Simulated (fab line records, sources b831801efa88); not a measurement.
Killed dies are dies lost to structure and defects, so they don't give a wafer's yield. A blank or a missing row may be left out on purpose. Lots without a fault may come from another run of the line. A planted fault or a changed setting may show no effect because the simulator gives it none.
A struck lot beside a sound one | flow sky130 | 15 steps out of a route of 708
Sound: wafers L666.1, L666.2, L666.4. Struck: wafers L678.3, L678.4, L678.5. The cause comes at the end.
At each step with rows: each side's tool, then ch and its chambers, then its first start. Under that, the readings that differ: sound wafers | struck wafers | difference of the means | sigmas: that difference in standard deviations of wafers without a fault.
alike: readings whose means differ by less than 2 such deviations, and words and numbers that are the same on both sides. not compared: withheld readings, readings that some wafer has no value for, bounds like >300 that may hide the same value, and numbers for which the record gives no deviation and whose values overlap.
The two part at a step that has a row with sigmas, a row that says differs or no value, or rows on one side only. Numbers that don't overlap but have no deviation are shown without sigmas and don't part them. A reading that every wafer of one side lacks parts them only if that side has two wafers or more.

SKY_VIA1_OVL_MEAS_13:
  sound on overlay-02, day 34 03:20; struck on overlay-01, day 38 08:09
  reading       | sound  | struck      | difference | sigmas
  VIA1_OVL (nm) | -3 5 2 | -12 -14 -11 | -14        | -2
then, 1 step without rows for these wafers: SKY_VIA1_ETCH_14 (etches BARC in N2/H2, stops on SiO2, time 45.9 s, target depth 60 nm).
SKY_VIA1_ETCH_15: etches SiO2 in C4F8/O2/Ar, stops on TiN, target depth 351 nm, time 54 s.
  sound on rie_diel-04 ch 0,2,3, day 34 03:25; struck on rie_diel-01 ch 0,2,3, day 38 08:13
  alike: oes_product_au
  not compared: rf_hours_counter_h
SKY_VIA1_STRIP_16: strips in O2/N2.
  sound on plasma_asher-04 ch 0,1, day 34 03:28; struck on plasma_asher-01 ch 0,1, day 38 08:18
  alike: drypump_motor_current_A, oes_product_au, strip_time_to_endpoint_s
  not compared: rf_hours_counter_h
then, 4 steps without rows for these wafers: SKY_VIA1_STRIP_17 (strips in post etch residue remover, time 1200 s); SKY_VIA1_CLEAN_18 (cleans in IPA, time 180 s); SKY_VIA1_CLEAN_19 (cleans in O3/DIW); SKY_VIA1_SPUTTER_20 (material TiN, target thk 20 nm, time 80 s).
SKY_VIA1_CVD_21: deposits W, target thk 270 nm, time 80.902 s.
  sound on cvd_w-02 ch 0,1, day 34 04:07; struck on cvd_w-02 ch 0,1, day 38 08:58
  alike: heater_power_w
SKY_VIA1_RS_MEAS_22: measures by four-point-probe.
  sound on film_metro-04, day 34 04:13; struck on film_metro-01, day 38 09:04
  alike: VIA1_W_RS
SKY_VIA1_THK_MEAS_23: measures by xrf.
  sound on film_metro-04, day 34 04:20; struck on film_metro-01, day 38 09:10
  alike: VIA1_W_THK
SKY_VIA1_CMP_24: polishes, stops on SiO2, t overpolish 15 s, target thk 0 nm.
  sound on cmp-02 ch 1,2,3, day 34 04:23; struck on cmp-02 ch 1,3, day 38 09:12
  alike: motor_current_A, overpolish_run_s, slurry_filter_dp_kPa, time_to_endpoint_s
SKY_METAL2_SPUTTER_00: material Ti, target thk 15 nm, time 10 s.
  sound on pvd_sputter-04, day 34 04:41; struck on pvd_sputter-02, day 38 09:30
  reading                                   | sound             | struck            | difference | sigmas
  model.Ti_of_METAL2_SPUTTER_00.thk_nm (nm) | 15.39 15.55 15.01 | 20.26 20.17 20.23 | +4.90      |
  alike: throttle_valve_pct
SKY_METAL2_SPUTTER_01: material TiN, target thk 20 nm, time 16.7 s.
  sound on pvd_sputter-04, day 34 04:43; struck on pvd_sputter-02, day 38 09:31
  alike: throttle_valve_pct
-- the record jumps here: 11 days lie between the struck wafers' starts before and after (it left off in module METAL2 and takes up again in module PAD_OPEN, whose first step shown is number 708 of the route) --
SKY_PAD_OPEN_PROBE_99:
  sound on prober-01, day 46 01:20; struck on prober-02, day 49 01:47
  alike: defect_limited_yield, killed_at_M0_to_M3, killed_at_M4_up, killed_at_contacts, killed_at_front_end, killed_at_other, killed_dies, killed_open, killed_short, sort_bin_3_pad_short, sort_bin_5_function, sort_bin_6_memory, sort_n_pass, sort_yield_pct

WHERE THEY PART
Only at SKY_VIA1_OVL_MEAS_13, within this record. Later steps at which nothing parts them and some readings are alike: SKY_VIA1_ETCH_15, SKY_VIA1_STRIP_16, SKY_VIA1_CVD_21, SKY_VIA1_RS_MEAS_22, SKY_VIA1_THK_MEAS_23, SKY_VIA1_CMP_24, SKY_METAL2_SPUTTER_00, SKY_METAL2_SPUTTER_01, SKY_PAD_OPEN_PROBE_99.

WHY: what the simulator had put in
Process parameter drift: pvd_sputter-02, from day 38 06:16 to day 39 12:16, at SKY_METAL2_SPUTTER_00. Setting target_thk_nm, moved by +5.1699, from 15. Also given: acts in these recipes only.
